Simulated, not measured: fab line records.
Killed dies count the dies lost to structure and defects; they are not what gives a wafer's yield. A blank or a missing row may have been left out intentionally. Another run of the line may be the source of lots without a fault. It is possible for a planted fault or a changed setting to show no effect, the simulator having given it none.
Which of the tools did it? | flow sky130 | 72 wafers from 24 lots sampled at 6 of the route's 708 steps

## WHAT THE GAUGES SHOWED, per wafer
SKY_CONTACT_CD_MEAS_14: target cd 170 nm. Usual: cd_nm at 169.5 nm, with a standard deviation of 1.8.
lot  | measured     | on        | cd_nm (nm)        | flag
L074 | day 31 12:13 | cd_sem-02 | 172.5 172.8 173.3 |
L075 | day 32 02:28 | cd_sem-02 | 170.2 171.4 169.5 |
L076 | day 32 04:32 | cd_sem-01 | 170.3 169.9 171.9 |
L077 | day 32 16:07 | cd_sem-02 | 169.0 167.9 168.7 |
L078 | day 32 18:36 | cd_sem-01 | 167.4 168.3 168.4 |
L079 | day 33 22:04 | cd_sem-02 | 172.1 172.1 172.7 |
L080 | day 34 00:20 | cd_sem-02 | 169.3 168.9 171.0 |
L081 | day 34 02:42 | cd_sem-01 | 169.8 169.1 169.2 |
L082 | day 34 07:28 | cd_sem-02 | 167.6 166.7 167.0 |
L083 | day 35 07:22 | cd_sem-01 | 169.9 172.2 171.4 |
L084 | day 35 10:17 | cd_sem-02 | 168.6 169.2 168.3 |
L086 | day 36 04:19 | cd_sem-02 | 170.7 170.8 169.4 |
L085 | day 36 04:52 | cd_sem-01 | 166.8 167.9 166.6 |
L087 | day 36 07:07 | cd_sem-01 | 170.9 168.9 168.8 |
L088 | day 36 09:09 | cd_sem-01 | 169.0 168.8 169.5 |
L089 | day 36 15:25 | cd_sem-02 | 167.7 169.2 167.9 |
L090 | day 36 17:39 | cd_sem-02 | 165.9 166.1 167.4 |
L092 | day 37 11:29 | cd_sem-02 | 171.0 171.2 170.9 |
L091 | day 37 13:13 | cd_sem-01 | 171.4 171.8 169.9 |
L093 | day 37 16:06 | cd_sem-02 | 172.0 168.2 170.6 |
L094 | day 38 15:50 | cd_sem-02 | 167.1 166.7 166.7 |
L096 | day 38 19:11 | cd_sem-02 | 170.9 170.1 171.2 |
L095 | day 38 19:34 | cd_sem-02 | 172.0 171.2 171.4 |
L097 | day 38 22:10 | cd_sem-01 | 169.4 168.4 168.8 |

SKY_VIA2_THK_MEAS_23: measures by xrf. Usual: for VIA2_W_THK the level is 429 nm and the standard deviation is 10.
lot  | measured     | on            | VIA2_W_THK (nm) | flag
L074 | day 36 05:17 | film_metro-02 | 424 417 413     |
L075 | day 36 18:10 | film_metro-03 | 443 435 437     |
L076 | day 36 20:37 | film_metro-01 | 419 420 421     |
L077 | day 37 07:28 | film_metro-01 | 431 438 439     |
L078 | day 37 10:55 | film_metro-03 | 443 442 442     |
L079 | day 38 12:29 | film_metro-01 | 428 421 423     |
L080 | day 38 16:29 | film_metro-02 | 416 423 430     |
L081 | day 38 17:59 | film_metro-02 | 418 427 422     |
L082 | day 38 22:40 | film_metro-03 | 437 444 440     |
L083 | day 39 23:01 | film_metro-01 | 433 421 421     |
L084 | day 40 00:17 | film_metro-03 | 441 446 436     |
L086 | day 40 16:15 | film_metro-03 | 443 441 448     |
L085 | day 40 17:50 | film_metro-02 | 422 410 424     |
L087 | day 40 20:16 | film_metro-02 | 423 418 426     |
L088 | day 40 21:43 | film_metro-01 | 413 430 412     |
L089 | day 41 03:23 | film_metro-03 | 436 442 451     |
L090 | day 41 04:31 | film_metro-01 | 426 426 424     |
L092 | day 41 21:38 | film_metro-01 | 427 432 427     |
L091 | day 41 23:01 | film_metro-03 | 437 437 432     |
L093 | day 42 02:26 | film_metro-03 | 436 439 433     |
L094 | day 42 23:55 | film_metro-01 | 419 426 425     |
L096 | day 43 03:09 | film_metro-01 | 418 421 410     |
L095 | day 43 03:40 | film_metro-03 | 437 442 435     |
L097 | day 43 06:18 | film_metro-01 | 420 421 426     |

SKY_VIA4_THK_MEAS_01. Usual: for VIA4_HDPCVD_THK the level is 1752 nm and the standard deviation is 17.
lot  | measured     | on            | VIA4_HDPCVD_THK (nm) | flag
L074 | day 41 15:58 | film_metro-02 | 1736 1749 1765       |
L075 | day 42 04:28 | film_metro-01 | 1802 1780 1772       |
L076 | day 42 06:29 | film_metro-01 | 1772 1766 1776       |
L077 | day 42 16:50 | film_metro-02 | 1751 1774 1733       |
L078 | day 42 23:20 | film_metro-01 | 1752 1761 1731       |
L079 | day 43 18:49 | film_metro-01 | 1730 1740 1747       |
L080 | day 43 23:34 | film_metro-03 | 1732 1741 1791       |
L081 | day 44 01:23 | film_metro-03 | 1728 1748 1736       |
L082 | day 44 04:42 | film_metro-01 | 1751 1756 1764       |
L083 | day 45 03:58 | film_metro-02 | 1783 1790 1753       |
L084 | day 45 04:50 | film_metro-01 | 1738 1751 1758       |
L086 | day 45 14:47 | film_metro-02 | 1737 1767 1763       |
L085 | day 45 20:25 | film_metro-01 | 1720 1735 1742       |
L087 | day 45 21:16 | film_metro-02 | 1758 1752 1753       |
L088 | day 46 02:31 | film_metro-02 | 1752 1756 1737       |
L089 | day 46 02:56 | film_metro-02 | 1748 1732 1740       |
L090 | day 46 03:41 | film_metro-03 | 1798 1781 1773       |
L092 | day 46 20:00 | film_metro-03 | 1761 1750 1752       |
L091 | day 46 20:45 | film_metro-03 | 1756 1731 1743       |
L093 | day 47 01:14 | film_metro-01 | 1750 1752 1732       |
L094 | day 47 18:20 | film_metro-02 | 1744 1765 1776       |
L096 | day 47 22:25 | film_metro-01 | 1722 1733 1728       |
L095 | day 47 22:26 | film_metro-02 | 1748 1773 1752       |
L097 | day 47 23:35 | film_metro-02 | 1753 1775 1740       |

## EACH LOT AND THE TOOL THAT RAN IT (in order: tool; ch and the chambers of the sampled wafers; start)
lot  | SKY_VIA3_CMP_02               | SKY_METAL4_SPUTTER_04        | SKY_CAP2M_CVD_00
L074 | cmp-02 ch 0,1,3, day 38 09:19 | pvd_sputter-03, day 39 12:11 | pecvd-03 ch 0,2, day 39 12:14
L075 | cmp-02 ch 1,2, day 38 23:50   | pvd_sputter-02, day 40 02:30 | pecvd-04 ch 1,2, day 40 02:33
L076 | cmp-02 ch 1,2, day 39 01:21   | pvd_sputter-03, day 40 04:11 | pecvd-02 ch 0,2, day 40 04:14
L077 | cmp-01 ch 0,1, day 39 12:43   | pvd_sputter-02, day 40 15:38 | pecvd-03 ch 1,2, day 40 15:41
L078 | cmp-01 ch 2,3, day 39 14:58   | pvd_sputter-01, day 40 18:03 | pecvd-03 ch 0,1,2, day 40 18:06
L079 | cmp-01 ch 0,1,2, day 40 17:04 | pvd_sputter-02, day 41 18:43 | pecvd-04 ch 1,2, day 41 18:46
L080 | cmp-01 ch 1,2,3, day 40 21:22 | pvd_sputter-01, day 41 23:05 | pecvd-02 ch 0,1,2, day 41 23:08
L081 | cmp-01 ch 2,3, day 40 23:20   | pvd_sputter-02, day 42 00:58 | pecvd-03 ch 0, day 42 01:01
L082 | cmp-02 ch 1,2, day 41 02:24   | pvd_sputter-03, day 42 04:14 | pecvd-04 ch 0,1,2, day 42 04:17
L083 | cmp-02 ch 0,1,3, day 42 01:49 | pvd_sputter-01, day 43 03:16 | pecvd-02 ch 0,2, day 43 03:19
L084 | cmp-02 ch 0,1, day 42 03:37   | pvd_sputter-03, day 43 04:57 | pecvd-04 ch 1,2, day 43 05:00
L086 | cmp-01 ch 0,1,3, day 42 17:29 | pvd_sputter-02, day 43 18:25 | pecvd-02 ch 0,2, day 43 18:28
L085 | cmp-01 ch 0,1,2, day 42 21:11 | pvd_sputter-02, day 43 22:42 | pecvd-03 ch 0,1, day 43 22:45
L087 | cmp-01 ch 1,2,3, day 42 22:08 | pvd_sputter-01, day 43 23:37 | pecvd-02 ch 1,2, day 43 23:40
L088 | cmp-02 ch 0,2, day 43 05:07   | pvd_sputter-01, day 44 06:32 | pecvd-03 ch 0,1, day 44 06:35
L089 | cmp-02 ch 0,1,3, day 43 05:31 | pvd_sputter-03, day 44 06:51 | pecvd-02 ch 0,2, day 44 06:54
L090 | cmp-02 ch 1,3, day 43 05:52   | pvd_sputter-01, day 44 07:08 | pecvd-03 ch 0,1, day 44 07:11
L092 | cmp-01 ch 1,2, day 43 22:54   | pvd_sputter-01, day 44 22:58 | pecvd-02 ch 0,1,2, day 44 23:01
L091 | cmp-01 ch 0,1,2, day 44 00:26 | pvd_sputter-01, day 45 00:41 | pecvd-02 ch 0,1, day 45 00:44
L093 | cmp-01 ch 0,1,3, day 44 03:29 | pvd_sputter-02, day 45 05:56 | pecvd-03 ch 0,2, day 45 05:59
L094 | cmp-01 ch 0,1,3, day 45 00:47 | pvd_sputter-03, day 46 00:15 | pecvd-02 ch 1,2, day 46 00:18
L096 | cmp-02 ch 0,3, day 45 04:38   | pvd_sputter-01, day 46 04:02 | pecvd-03 ch 0,2, day 46 04:05
L095 | cmp-02 ch 0,2,3, day 45 05:02 | pvd_sputter-02, day 46 04:28 | pecvd-04 ch 0,2, day 46 04:31
L097 | cmp-01 ch 0,1,3, day 45 06:19 | pvd_sputter-03, day 46 05:59 | pecvd-02 ch 0,1,2, day 46 06:02
- SKY_VIA3_CMP_02: polishes SiO2.
- SKY_METAL4_SPUTTER_04: material TiN, target thk 70 nm, time 58.3 s.
- SKY_CAP2M_CVD_00: deposits SiO2, target thk 15.5 nm.

## WHAT THE TOOLS THEMSELVES READ (means of the sampled wafers that have a number; where no wafer has one, the mark that the record gives instead)
SKY_VIA3_CMP_02. Usual: motor_current_A 12.7 A, standard deviation 0.69; platen_rpm 60.00 rpm, standard deviation 0.043; slurry_flow_ml_min 150.0, standard deviation 0.45.
lot  | tool   | motor_current_A (A) | platen_rpm (rpm) | slurry_flow_ml_min | flag
L074 | cmp-02 | 12.2                | 60.00            | 150.2              |
L075 | cmp-02 | 12.4                | 60.08            | 149.8              |
L076 | cmp-02 | 12.4                | 59.99            | 150.2              |
L077 | cmp-01 | 12.5                | 59.97            | 149.6              |
L078 | cmp-01 | 13.1                | 60.01            | 149.9              |
L079 | cmp-01 | 12.7                | 59.99            | 149.8              |
L080 | cmp-01 | 13.4                | 60.01            | 149.8              |
L081 | cmp-01 | 13.4                | 59.95            | 150.3              |
L082 | cmp-02 | 12.6                | 60.00            | 150.1              |
L083 | cmp-02 | 12.5                | 60.00            | 149.5              |
L084 | cmp-02 | 11.6                | 60.00            | 150.0              |
L086 | cmp-01 | 13.2                | 60.05            | 149.9              |
L085 | cmp-01 | 12.9                | 60.01            | 149.8              |
L087 | cmp-01 | 13.3                | 60.00            | 150.1              |
L088 | cmp-02 | 11.8                | 60.00            | 150.2              |
L089 | cmp-02 | 12.1                | 59.99            | 150.2              |
L090 | cmp-02 | 12.6                | 60.01            | 150.1              |
L092 | cmp-01 | 12.7                | 60.00            | 150.4              |
L091 | cmp-01 | 12.8                | 59.99            | 149.8              |
L093 | cmp-01 | 12.8                | 60.00            | 149.7              |
L094 | cmp-01 | 12.8                | 59.99            | 150.1              |
L096 | cmp-02 | 12.4                | 60.05            | 150.3              |
L095 | cmp-02 | 12.5                | 59.96            | 150.1              |
L097 | cmp-01 | 12.9                | 60.05            | 149.8              |

SKY_METAL4_SPUTTER_04. Usual: throttle_valve_pct at 30.1 %, with a standard deviation of 0.82.
lot  | tool           | throttle_valve_pct (%) | flag
L074 | pvd_sputter-03 | 29.4                   |
L075 | pvd_sputter-02 | 29.3                   |
L076 | pvd_sputter-03 | 29.6                   |
L077 | pvd_sputter-02 | 30.8                   |
L078 | pvd_sputter-01 | 30.1                   |
L079 | pvd_sputter-02 | 29.6                   |
L080 | pvd_sputter-01 | 30.5                   |
L081 | pvd_sputter-02 | 31.0                   |
L082 | pvd_sputter-03 | 29.6                   |
L083 | pvd_sputter-01 | 30.4                   |
L084 | pvd_sputter-03 | 29.3                   |
L086 | pvd_sputter-02 | 29.3                   |
L085 | pvd_sputter-02 | 30.1                   |
L087 | pvd_sputter-01 | 30.5                   |
L088 | pvd_sputter-01 | 30.2                   |
L089 | pvd_sputter-03 | 29.4                   |
L090 | pvd_sputter-01 | 29.8                   |
L092 | pvd_sputter-01 | 30.7                   |
L091 | pvd_sputter-01 | 30.3                   |
L093 | pvd_sputter-02 | 30.0                   |
L094 | pvd_sputter-03 | 29.4                   |
L096 | pvd_sputter-01 | 30.3                   |
L095 | pvd_sputter-02 | 31.0                   |
L097 | pvd_sputter-03 | 29.6                   |

SKY_CAP2M_CVD_00. Usual: heater_power_w at 677 W, with a standard deviation of 82.
lot  | tool     | heater_power_w (W) | flag
L074 | pecvd-03 | 625                |
L075 | pecvd-04 | 628                |
L076 | pecvd-02 | 826                |
L077 | pecvd-03 | 713                |
L078 | pecvd-03 | 667                |
L079 | pecvd-04 | 675                |
L080 | pecvd-02 | 693                |
L081 | pecvd-03 | 519                |
L082 | pecvd-04 | 648                |
L083 | pecvd-02 | 727                |
L084 | pecvd-04 | 647                |
L086 | pecvd-02 | 754                |
L085 | pecvd-03 | 692                |
L087 | pecvd-02 | 664                |
L088 | pecvd-03 | 648                |
L089 | pecvd-02 | 778                |
L090 | pecvd-03 | 603                |
L092 | pecvd-02 | 771                |
L091 | pecvd-02 | 726                |
L093 | pecvd-03 | 638                |
L094 | pecvd-02 | 641                |
L096 | pecvd-03 | 598                |
L095 | pecvd-04 | 607                |
L097 | pecvd-02 | 710                |

## THE ANSWER, worked out from the rows above alone
Rule: lot off if the mean of its wafers having a number is beyond 3 standard deviations from the usual mean. Also off: a lot with no number at a reading for which 4 or more lots have one. Any other lot the step has rows for is counted as sound. After the gauges, taken in route order, come the tools' own readings; for these a lot's mean is taken, as printed above. The first step at which some lot is off is used, and at that step the reading that is off furthest; a lot without a number counts as furthest.
Across all readings shown, no lot is off: no conclusion can be drawn from this.

## WHAT HAD BEEN PUT IN BY THE SIMULATOR
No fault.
